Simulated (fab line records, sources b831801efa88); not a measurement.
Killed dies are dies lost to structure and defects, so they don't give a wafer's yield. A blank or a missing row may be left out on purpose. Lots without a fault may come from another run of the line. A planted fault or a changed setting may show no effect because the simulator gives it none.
Chamber matching | flow gf180mcu | GF_V1_CVD_02 on pecvd-02: 3 sister chambers
The step deposits SiO2 from TEOS, target thk 850 nm, time 94.851 s. 3 wafers are shown with their chamber, then 8 later ones without.

WAFERS WITH THEIR CHAMBER
wafer  | chamber | heater_power_w (W)
L085.6 | 1       | 654
L086.3 | 0       | 720
L088.1 | 2       | 665

WAFERS WITHOUT THEIR CHAMBER
wafer  | heater_power_w (W)
L088.2 | 803
L088.5 | 825
L093.2 | 694
L093.3 | 750
L093.5 | 764
L097.3 | 851
L097.4 | 874
L097.6 | 670

WHICH CHAMBER EACH WENT THROUGH
wafer  | from the rows above          | in truth
L088.2 | can't be placed: 0 or 2 or 1 | 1
L088.5 | can't be placed: 0 or 2 or 1 | 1
L093.2 | can't be placed: 0 or 2 or 1 | 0
L093.3 | can't be placed: 0 or 2 or 1 | 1
L093.5 | can't be placed: 0 or 2 or 1 | 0
L097.3 | can't be placed: 0 or 2 or 1 | 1
L097.4 | can't be placed: 0 or 2 or 1 | 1
L097.6 | can't be placed: 2 or 1 or 0 | 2
Placed correctly: 0 of 8. Can't be placed from these rows: 8 (the true chamber is among the candidates in 8). Placed wrongly: 0.
How it was worked out, from the rows above alone: a wafer's distance from a chamber is the root of the sum, over the readings, of the square of ((its reading less the chamber's mean) divided by the reading's scatter). The wafer belongs to the nearest chamber; if the next one is less than 2 further off, it can't be placed. A chamber's mean is the mean of its shown wafers. The scatter: with one shown wafer a chamber, the root of the mean of the squares of how far each hidden wafer lies from its nearest shown one.
